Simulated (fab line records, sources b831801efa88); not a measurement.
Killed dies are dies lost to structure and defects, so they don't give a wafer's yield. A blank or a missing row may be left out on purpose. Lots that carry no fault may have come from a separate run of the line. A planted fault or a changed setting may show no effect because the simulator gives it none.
fab line records	flow gf180mcu
record lots=5	wafers=15	last_day=33
route steps=602 shown MVSD@70 MVPSD@78 VT_IMPLANT@90
lots that met no fault: taken from a fault-free run of the same line
start_h: hours from the record's first day to the start of the lot's first wafer shown	wait_h: how many hours have passed since the lot's step before this one	" unchanged from the row above	L1.1+2: a row that stands for several wafers	- value missing, or start not given	* or withheld: withheld	< > ~ a bound
route shown NAME@n: NAME is a module with steps in the file, n the number in the route of the first one	usual: the fault-free wafers' mean and standard deviation	same: alike in all rows	chamber/n: place in a boat	sites: each site's reading	_std_site: the values' standard deviation	_edge_site: inner sites' mean taken away from outer sites' mean	radius_mm: for every site, how far away it sits from the centre of the wafer	mask NAME#n: copy n	behind: the most recent tool/chamber to have shaped the wafer	hold: the reason the lot was held/the length of the hold in hours/how it ended	device: whichever transistor did not switch (one of n, p or np)	end of line: the tests these same wafers got at the end of their route	for a step that has no rows: nothing shown but its recipe	killed: at the first sort, the dies lost to defects and structure; wafer yield is something else	map: dies across one wafer; x = killed, . = not, _ = none there
set.NAME: the setting as run; set.NAME@STEP: as run at that earlier step	model.NAME: the simulator's own value behind a step, which no gauge read
certain route steps with their lots: each step a table, each wafer a row
services: when a tool's chamber went out of use (start_h, in hours from the record's first day, below 0 if earlier), for how many hours, and the reason
## steps
# step GF_MVSD_EXPOSE_04
# recipe mask_id=MVSD	target_cd_nm=1000	na=0.6	source_shape=conventional	sigma_outer=0.6	dose_mj=260
# step GF_MVSD_PEB_05
# recipe temp_c=115	time_s=withheld
# step GF_MVSD_DEVELOP_06
# recipe wall_angle_deg=90	develop_time_s=60	dev_temp_c=23
# step GF_MVSD_OVL_MEAS_07
# usual MVSD_OVL=0.3/1.2
lot.wafer	tool	chamber	start_h	wait_h	MVSD_OVL[nm]
L189.2	overlay-02	-	106.90	-	0.2
L189.3	"	-	"	"	-0.3
L189.5	"	-	"	"	-1.5
L196.1	overlay-02	-	154.44	-	0.7
L196.3	"	-	"	"	0.9
L196.6	"	-	"	"	0.3
L197.1	overlay-01	-	158.04	-	-0.8
L197.4	"	-	"	"	-2.6
L197.5	"	-	"	"	-1.2
L203.1	overlay-02	-	195.83	-	1.4
L203.2	"	-	"	"	3.7
L203.3	"	-	"	"	1.2
L204.1	overlay-02	-	202.73	-	-1.6
L204.3	"	-	"	"	-1.7
L204.5	"	-	"	"	-0.5
# step GF_MVSD_IMPLANT_08
# recipe species=P	energy_kev=400	dose_cm2=1.6e+13	tilt_deg=0
# step GF_MVSD_IMPLANT_09
# recipe species=P	energy_kev=100	dose_cm2=5e+12	tilt_deg=0
# step GF_MVSD_STRIP_10
# recipe chemistry=O2/N2	power_w=1400	pressure_mtorr=1500	platen_temp_c=250	o2_flow_sccm=3000	n2_flow_sccm=300	overash_fraction=0.5
# usual drypump_motor_current_A=5.7/0.56	heater_power_w=325/29	oes_product_au=0.723/0.0044	strip_time_to_endpoint_s=36.92/0.11
lot.wafer	tool	chamber	start_h	wait_h	drypump_motor_current_A	heater_power_w	oes_product_au	rf_hours_counter_h	strip_time_to_endpoint_s
L189.2	plasma_asher-01	0	107.23	0.1	4.9	310	0.727	31	37.02
L189.3	"	1	"	"	6.2	327	0.723	-	37.01
L189.5	"	1	"	"	6.2	324	0.723	-	36.95
L196.1	plasma_asher-01	1	154.78	0.1	6.2	319	0.728	36	37.04
L196.3	"	1	"	"	6.2	325	0.719	-	36.93
L196.6	"	1	"	"	6.2	331	0.721	-	36.94
L197.1	plasma_asher-03	1	158.38	0.1	5.5	341	0.723	47	37.06
L197.4	"	0	"	"	5.5	298	0.724	-	37.00
L197.5	"	0	"	"	5.5	296	0.722	-	36.98
L203.1	plasma_asher-01	0	196.17	0.1	4.9	312	0.715	41	36.82
L203.2	"	1	"	"	6.2	336	0.722	41	36.87
L203.3	"	0	"	"	4.9	313	0.727	-	36.93
L204.1	plasma_asher-01	1	203.07	0.1	6.2	328	0.717	42	36.79
L204.3	"	1	"	"	6.2	326	0.721	-	36.74
L204.5	"	1	"	"	6.2	318	0.733	-	36.87
# step GF_MVSD_TW_MEAS_11
# usual MVSD_TW=1586/20
lot.wafer	tool	chamber	start_h	wait_h	MVSD_TW
L189.2	film_metro-03	-	107.34	0.1	1596
L189.3	"	-	"	"	1589
L189.5	"	-	"	"	1581
L196.1	film_metro-04	-	154.88	0.1	1604
L196.3	"	-	"	"	1610
L196.6	"	-	"	"	1594
L197.1	film_metro-04	-	158.48	0.1	1601
L197.4	"	-	"	"	1603
L197.5	"	-	"	"	1606
L203.1	film_metro-03	-	196.27	0.1	1579
L203.2	"	-	"	"	1581
L203.3	"	-	"	"	1574
L204.1	film_metro-03	-	203.17	0.1	1582
L204.3	"	-	"	"	1572
L204.5	"	-	"	"	1577
# step GF_MVPSD_DEHYDRATE_00
# recipe temp_c=200	time_s=60
# step GF_MVPSD_HMDS_01
# recipe prime_time_s=60	prime_temp_c=120
# step GF_MVPSD_COAT_02
# recipe spin_rpm=2000	resist_thk_nm=3000
# step GF_MVPSD_SOFTBAKE_03
# recipe temp_c=110	time_s=withheld
# step GF_MVPSD_EXPOSE_04
# recipe mask_id=MVPSD	target_cd_nm=1000	na=0.6	source_shape=conventional	sigma_outer=0.6	dose_mj=260
lot.wafer	tool	chamber	start_h	wait_h	mask
L189.2+3+5	iline_stepper-02	0	114.95	-	MVPSD#0
L196.1+3+6	iline_stepper-02	0	162.74	-	LVPWELL_LV_AREA#0
L197.1+4+5	iline_stepper-02	0	167.74	-	MVPSD#0
L203.1+2+3	iline_stepper-01	0	205.92	-	MVPSD#0
L204.1+3+5	iline_stepper-01	0	211.91	-	MVPSD#0
# step GF_MVPSD_PEB_05
# recipe temp_c=115	time_s=withheld
# step GF_MVPSD_DEVELOP_06
# recipe wall_angle_deg=90	develop_time_s=60	dev_temp_c=23
# step GF_MVPSD_OVL_MEAS_07
# usual MVPSD_OVL=0.2/1.3
lot.wafer	tool	chamber	start_h	wait_h	MVPSD_OVL[nm]
L189.2	overlay-01	-	121.99	-	-2.2
L189.3	"	-	"	"	-3.2
L189.5	"	-	"	"	-1.2
L196.1	overlay-01	-	171.79	-	-
L196.3	"	-	"	"	-
L196.6	"	-	"	"	-
L197.1	overlay-01	-	175.51	-	-1.4
L197.4	"	-	"	"	-1.5
L197.5	"	-	"	"	-0.8
L203.1	overlay-01	-	214.24	-	2.1
L203.2	"	-	"	"	0.0
L203.3	"	-	"	"	1.3
L204.1	overlay-02	-	220.69	-	0.7
L204.3	"	-	"	"	1.9
L204.5	"	-	"	"	0.9
# step GF_MVPSD_IMPLANT_08
# recipe species=B	energy_kev=170	dose_cm2=1.5e+13	tilt_deg=0
# step GF_MVPSD_IMPLANT_09
# recipe species=B	energy_kev=40	dose_cm2=5e+12	tilt_deg=0
# step GF_MVPSD_STRIP_10
# recipe chemistry=O2/N2	power_w=1400	pressure_mtorr=1500	platen_temp_c=250	o2_flow_sccm=3000	n2_flow_sccm=300	overash_fraction=0.5
# usual drypump_motor_current_A=5.53/0.26	heater_power_w=337/43	oes_product_au=0.723/0.0045	strip_time_to_endpoint_s=36.94/0.11
lot.wafer	tool	chamber	start_h	wait_h	drypump_motor_current_A	heater_power_w	oes_product_au	rf_hours_counter_h	strip_time_to_endpoint_s
L189.2	plasma_asher-03	1	122.32	0.1	5.50	348	0.733	43	36.76
L189.3	"	0	"	"	5.51	291	0.720	-	36.80
L189.5	"	0	"	"	5.51	297	0.716	-	36.85
L196.1	plasma_asher-02	0	172.13	0.1	5.26	399	0.716	6	37.08
L196.3	"	1	"	"	5.63	303	0.722	-	36.95
L196.6	"	0	"	"	5.29	386	0.718	-	37.13
L197.1	plasma_asher-02	0	175.84	0.1	5.28	390	0.733	7	36.90
L197.4	"	1	"	"	5.66	296	0.724	-	36.97
L197.5	"	1	"	"	5.64	299	0.716	-	37.01
L203.1	plasma_asher-04	0	214.58	0.1	6.59	393	0.720	57	36.88
L203.2	"	1	"	"	5.56	290	0.722	57	36.99
L203.3	"	0	"	"	6.59	382	0.720	-	36.93
L204.1	plasma_asher-02	0	221.03	0.1	5.28	397	0.715	12	36.81
L204.3	"	0	"	"	5.30	388	0.720	-	36.74
L204.5	"	1	"	"	5.68	295	0.729	-	36.79
# step GF_MVPSD_TW_MEAS_11
# usual MVPSD_TW=556/7.3
lot.wafer	tool	chamber	start_h	wait_h	MVPSD_TW
L189.2	film_metro-01	-	122.43	0.1	545
L189.3	"	-	"	"	548
L189.5	"	-	"	"	545
L196.1	film_metro-04	-	172.23	0.1	31
L196.3	"	-	"	"	31
L196.6	"	-	"	"	30
L197.1	film_metro-01	-	175.94	0.1	547
L197.4	"	-	"	"	545
L197.5	"	-	"	"	547
L203.1	film_metro-03	-	214.68	0.1	550
L203.2	"	-	"	"	553
L203.3	"	-	"	"	552
L204.1	film_metro-04	-	221.13	0.1	560
L204.3	"	-	"	"	563
L204.5	"	-	"	"	562
# step GF_VT_IMPLANT_DEHYDRATE_00
# recipe temp_c=200	time_s=60
# step GF_VT_IMPLANT_HMDS_01
# recipe prime_time_s=60	prime_temp_c=120
# step GF_VT_IMPLANT_COAT_02
# recipe resist=NOVOLAK	spin_rpm=3000	resist_thk_nm=1000
# step GF_VT_IMPLANT_SOFTBAKE_03
# recipe temp_c=90	time_s=60	resist=NOVOLAK
# step GF_VT_IMPLANT_EXPOSE_04
# recipe mask_id=LVPWELL_LV_AREA	target_cd_nm=600	na=0.6	source_shape=conventional	sigma_outer=0.6	dose_mj=140
# step GF_VT_IMPLANT_PEB_05
# recipe temp_c=withheld	time_s=*	resist=NOVOLAK
# step GF_VT_IMPLANT_DEVELOP_06
# recipe develop_time_s=60	dev_temp_c=23
# step GF_VT_IMPLANT_OVL_MEAS_07
# usual VT_IMPLANT_OVL=0.2/1.5
lot.wafer	tool	chamber	start_h	wait_h	VT_IMPLANT_OVL[nm]
L189.2	overlay-02	-	138.46	0.1	1.0
L189.3	"	-	"	"	1.5
L189.5	"	-	"	"	0.1
L196.1	overlay-01	-	189.21	0.1	-3.4
L196.3	"	-	"	"	-2.0
L196.6	"	-	"	"	-1.0
L197.1	overlay-02	-	193.11	0.1	1.0
L197.4	"	-	"	"	-0.7
L197.5	"	-	"	"	0.7
L203.1	overlay-02	-	232.66	0.1	-0.5
L203.2	"	-	"	"	1.6
L203.3	"	-	"	"	0.2
L204.1	overlay-01	-	238.61	0.1	-1.6
L204.3	"	-	"	"	0.6
L204.5	"	-	"	"	-3.6
# step GF_VT_IMPLANT_IMPLANT_08
# recipe species=BF2	energy_kev=20	dose_cm2=8.29e+12	tilt_deg=7
# step GF_VT_IMPLANT_STRIP_09
# recipe chemistry=O2/N2	power_w=1400	pressure_mtorr=1500	platen_temp_c=250	o2_flow_sccm=3000	n2_flow_sccm=300	overash_fraction=0.5
# usual drypump_motor_current_A=5.6/0.5	heater_power_w=337/43	oes_product_au=0.716/0.005	strip_time_to_endpoint_s=12.62/0.038
lot.wafer	tool	chamber	start_h	wait_h	drypump_motor_current_A	heater_power_w	oes_product_au	rf_hours_counter_h	strip_time_to_endpoint_s
L189.2	plasma_asher-02	1	138.64	0.1	5.6	303	0.712	2	12.61
L189.3	"	1	"	"	5.6	306	0.719	-	12.62
L189.5	"	0	"	"	5.2	402	0.716	-	12.66
L196.1	plasma_asher-02	1	189.40	0.1	5.6	303	0.714	8	12.60
L196.3	"	0	"	"	5.3	397	0.712	-	12.61
L196.6	"	1	"	"	5.6	298	0.711	-	12.58
L197.1	plasma_asher-01	1	193.29	0.1	6.2	327	0.714	41	12.60
L197.4	"	0	"	"	4.9	312	0.712	-	12.60
L197.5	"	0	"	"	4.9	314	0.723	-	12.56
L203.1	plasma_asher-02	0	232.84	0.1	5.3	390	0.720	13	12.58
L203.2	"	1	"	"	5.6	298	0.709	13	12.59
L203.3	"	1	"	"	5.6	300	0.713	-	12.57
L204.1	plasma_asher-01	1	238.79	0.1	6.2	328	0.718	46	12.59
L204.3	"	0	"	"	4.9	307	0.722	-	12.62
L204.5	"	0	"	"	4.9	307	0.726	-	12.59
# step GF_VT_IMPLANT_TW_MEAS_10
# usual VT_IMPLANT_TW=569/5.1
lot.wafer	tool	chamber	start_h	wait_h	VT_IMPLANT_TW
L189.2	film_metro-03	-	138.75	0.1	566
L189.3	"	-	"	"	568
L189.5	"	-	"	"	568
L196.1	film_metro-02	-	189.50	0.1	698
L196.3	"	-	"	"	697
L196.6	"	-	"	"	698
L197.1	film_metro-03	-	193.39	0.1	558
L197.4	"	-	"	"	563
L197.5	"	-	"	"	563
L203.1	film_metro-02	-	232.94	0.1	568
L203.2	"	-	"	"	569
L203.3	"	-	"	"	568
L204.1	film_metro-03	-	238.89	0.1	574
L204.3	"	-	"	"	576
L204.5	"	-	"	"	578
# step GF_VT_IMPLANT_DEHYDRATE_11
# recipe temp_c=200	time_s=60
## services
tool	chamber	start_h	hours	kind
iline_stepper-02	-	98.95	1.7	pm
plasma_asher-02	-	108.75	9.0	pm
plasma_asher-02	0	108.75	9.0	vent_cycle
plasma_asher-02	1	108.75	9.0	vent_cycle
plasma_asher-02	0	117.75	-	clean
plasma_asher-02	1	117.75	-	clean
iline_stepper-01	-	120.34	1.7	pm
plasma_asher-02	-	147.64	2.1	repair
plasma_asher-04	-	147.90	2.5	repair
plasma_asher-04	-	154.16	22.3	pm
iline_stepper-01	-	155.67	3.0	repair
iline_stepper-02	0	223.53	-	calibration
plasma_asher-03	-	226.52	1.5	repair
plasma_asher-03	-	238.13	0.8	repair
## key
first_sign step=GF_MVPSD_EXPOSE_04	reading=mask	direction=changed
effect step=GF_MVPSD_OVL_MEAS_07	reading=MVPSD_OVL	direction=missing
effect step=GF_MVPSD_TW_MEAS_11	reading=MVPSD_TW	direction=down	sigmas=72	usual=556	struck=31
effect step=GF_VT_IMPLANT_TW_MEAS_10	reading=VT_IMPLANT_TW	direction=up	sigmas=25	usual=569	struck=698
met_at GF_MVPSD_EXPOSE_04
struck_wafers L196.1,L196.3,L196.6
sort_left_out L196.1,L196.3,L196.6
tester_left_out L196
onset_between 114.95 162.74
fault kind=wrong_mask	tool=any	chamber=-	onset_h=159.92	steps=GF_MVPSD_EXPOSE_04	aux_copy=LVPWELL_LV_AREA#0	scope=struck_lots_only
# tester_left_out: of these lots the tester's yield and bins aren't shown, on N5 and GAA mostly nor the transistor test; their killed dies are dies lost to structure and defects alone, not to doping, threshold or leakage, so they don't give the yield
# sort_left_out: the simulated sort isn't trusted on such a fault, so these wafers' sort isn't shown, and their yield isn't known
